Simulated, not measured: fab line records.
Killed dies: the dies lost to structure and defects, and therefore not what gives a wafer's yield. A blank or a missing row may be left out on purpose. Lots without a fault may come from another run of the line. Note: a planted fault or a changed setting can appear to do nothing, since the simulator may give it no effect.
Matching of chambers ; flow sky130 ; 4 sister chambers for SKY_VIA3_CMP_24 on cmp-02
The step polishes, stops on SiO2, t overpolish 20 s, target thk 0 nm. 4 wafers are shown with their chamber, then 11 later ones without.

## WAFERS PAIRED WITH THEIR CHAMBERS
wafer;chamber;motor-current-A (A)
L081.5;2;10.2
L083.2;1;10.9
L084.6;3;9.2
L085.3;0;15.2

## WAFERS MISSING THEIR CHAMBER
wafer;motor-current-A (A)
L085.5;14.8
L085.6;10.1
L095.1;9.8
L095.2;9.6
L095.6;9.8
L096.2;10.3
L096.5;14.2
L096.6;10.2
L097.1;10.6
L097.4;11.7
L097.5;14.7

## THE CHAMBER EACH PASSED THROUGH
wafer;from the rows above;in truth
L085.5;0;0
L085.6;can't be placed: 2 or 1 or 3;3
L095.1;can't be placed: 2 or 3 or 1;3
L095.2;can't be placed: 3 or 2 or 1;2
L095.6;can't be placed: 2 or 3 or 1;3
L096.2;can't be placed: 2 or 1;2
L096.5;0;0
L096.6;can't be placed: 2 or 1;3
L097.1;can't be placed: 1 or 2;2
L097.4;can't be placed: 1 or 2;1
L097.5;0;0
3 of 11 placed correctly. Cannot be placed on the basis of these rows: 8; the candidates contain the true chamber in 7. Placed wrongly: 0.
How it was worked out, from the rows above alone: a wafer's distance from a chamber is the root of the sum, over the readings, of the square of ((its reading less the chamber's mean) divided by the reading's scatter). The wafer belongs to the nearest chamber; if the next one is less than 2 further off, it can't be placed. The mean given for a chamber averages the wafers shown for that chamber. The scatter: root of mean squared gap, hidden wafer to nearest shown wafer, with one shown wafer a chamber.
